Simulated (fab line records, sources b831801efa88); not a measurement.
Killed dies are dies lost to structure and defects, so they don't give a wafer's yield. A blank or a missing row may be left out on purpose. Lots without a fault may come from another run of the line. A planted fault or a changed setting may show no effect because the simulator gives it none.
Split-lot experiment | flow gf180mcu | 5 lots, 23 wafers read, on a route of 602 steps

THE SPLIT
At GF_PASSIVATION_ETCH_11 (etches the open film in CF4/O2, stops on TiN, target depth 1800 nm, time 400 s), the setting time_s was moved away from the recipe's 400 s on 10 of the 23 wafers read, by -8.6% to +6.5%. The other wafers ran this setting at the recipe's value.

The reading is taken at the split's own step.

THE READING
coat_of_PASSIVATION_COAT_06.thk_nm (the simulator's own value, which no gauge read), in nm, at GF_PASSIVATION_ETCH_11 (etches the open film in CF4/O2, stops on TiN, target depth 1800 nm, time 400 s). The file gives no usual value for it. The 13 wafers here that ran the recipe average 2808 nm, standard deviation 16 nm.

wafer  | tool, chamber at the split | time_s as run, s | against the recipe | coat_of_PASSIVATION_COAT_06.thk_nm, nm | against lot-mates on the recipe
L077.1 | rie_diel-02, 0             | 400              | recipe             | 2818                                   | -
L077.2 | rie_diel-02, 2             | 365.6            | -8.6%              | 2895                                   | +76
L077.4 | rie_diel-02, 1             | 365.6            | -8.6%              | 2890                                   | +71
L077.5 | rie_diel-02, 0             | 400              | recipe             | 2820                                   | -
L077.6 | rie_diel-02, 2             | 365.6            | -8.6%              | 2898                                   | +79
L079.1 | rie_diel-02, 1             | 426              | +6.5%              | 2716                                   | -85
L079.2 | rie_diel-02, 0,2           | 400              | recipe             | 2791                                   | -
L079.3 | rie_diel-02, 0,2           | 400              | recipe             | 2791                                   | -
L079.4 | rie_diel-02, 3             | 400              | recipe             | 2822                                   | -
L079.5 | rie_diel-02, 3             | 426              | +6.5%              | 2745                                   | -56
L080.2 | rie_diel-03, 3             | 400              | recipe             | 2813                                   | -
L080.3 | rie_diel-03, 2             | 400              | recipe             | 2826                                   | -
L080.4 | rie_diel-03, 0             | 400              | recipe             | 2819                                   | -
L080.5 | rie_diel-03, 3             | 376.9            | -5.8%              | 2870                                   | +51
L080.6 | rie_diel-03, 2             | 376.9            | -5.8%              | 2901                                   | +82
L081.1 | rie_diel-02, 3             | 372.2            | -7.0%              | 2890                                   | +106
L081.2 | rie_diel-02, 1             | 400              | recipe             | 2770                                   | -
L081.3 | rie_diel-02, 2             | 372.2            | -7.0%              | 2862                                   | +78
L081.4 | rie_diel-02, 0             | 400              | recipe             | 2798                                   | -
L081.5 | rie_diel-02, 1             | 372.2            | -7.0%              | 2858                                   | +74
L082.2 | rie_diel-03, 2,0           | 400              | recipe             | 2818                                   | -
L082.6 | rie_diel-03, 2,0           | 400              | recipe             | 2818                                   | -
L082.5 | rie_diel-03, 1             | 400              | recipe             | 2800                                   | -
Where a row lists several chambers, the file gives one row for several wafers and doesn't say which wafer went through which chamber.

THE FIT
A straight line over all 23 wafers: coat_of_PASSIVATION_COAT_06.thk_nm changes by -10.6 nm for each +1% of time_s; r = -0.94; the points scatter about the line by 17 nm.
The same after taking each lot's own level away (the mean of its wafers on the recipe; 23 wafers): -10.5 nm for each +1%; r = -0.96; scatter 14 nm.
On that fit, the largest move of time_s shifts the reading by 90 nm.
The lots' own levels span 2784.0 to 2819.3 nm, that is 2.2 times the standard deviation above.
So the lot-to-lot level changes the slope little: the two slopes agree.
Check: with one of the wafers moved furthest among these (-8.6%) left out of the fit, the line predicts +92.4 nm for it against its lot-mates. It came out at +76 nm against them.

OTHER SPLITS ON THESE WAFERS
These wafers also went through other splits before the reading. Each is held against what the fit with the lots' levels taken away leaves over:
other split on the same wafers              | wafers away from the commonest value | r with coat_of_PASSIVATION_COAT_06.thk_nm (lot level and that fit taken away)
GF_V4_SPUTTER_22 power_w                    | 8                                    | -0.32
GF_MIM_CVD_05 time_s                        | 7                                    | -0.48
GF_MIM_SPUTTER_09 power_w                   | 8                                    | +0.07
GF_V5_CMP_04 leave_above_ref_nm             | 6                                    | +0.26
GF_V5_SOFTBAKE_10 temp_c                    | 9                                    | +0.35
GF_TOP_METAL_SPUTTER_00 chamber_pressure_pa | 18                                   | +0.10
GF_TOP_METAL_EXPOSE_11 dose_mj              | 6                                    | -0.32
GF_TOP_METAL_METAL_ETCH_16 time_s           | 8                                    | -0.10

THE WHOLE CHAIN: every reading that the file lists as answering this split, in the file's order
step                    | what it does                                                                   | reading                                                                             | change (the file's fit)              | r (the file's)
GF_PASSIVATION_ETCH_11  | etches the open film in CF4/O2, stops on TiN, target depth 1800 nm, time 400 s | coat_of_PASSIVATION_COAT_06.thk_nm (the simulator's own value, which no gauge read) | -10.6 nm for each +1% of the setting | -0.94
GF_PASSIVATION_STRIP_12 | strips in O2/N2                                                                | strip_time_to_endpoint_s                                                            | withheld for each +1% of the setting | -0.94

THE FILE'S OWN FIT
coat_of_PASSIVATION_COAT_06.thk_nm changes by -10.6 nm for each +1% of time_s, r = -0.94.
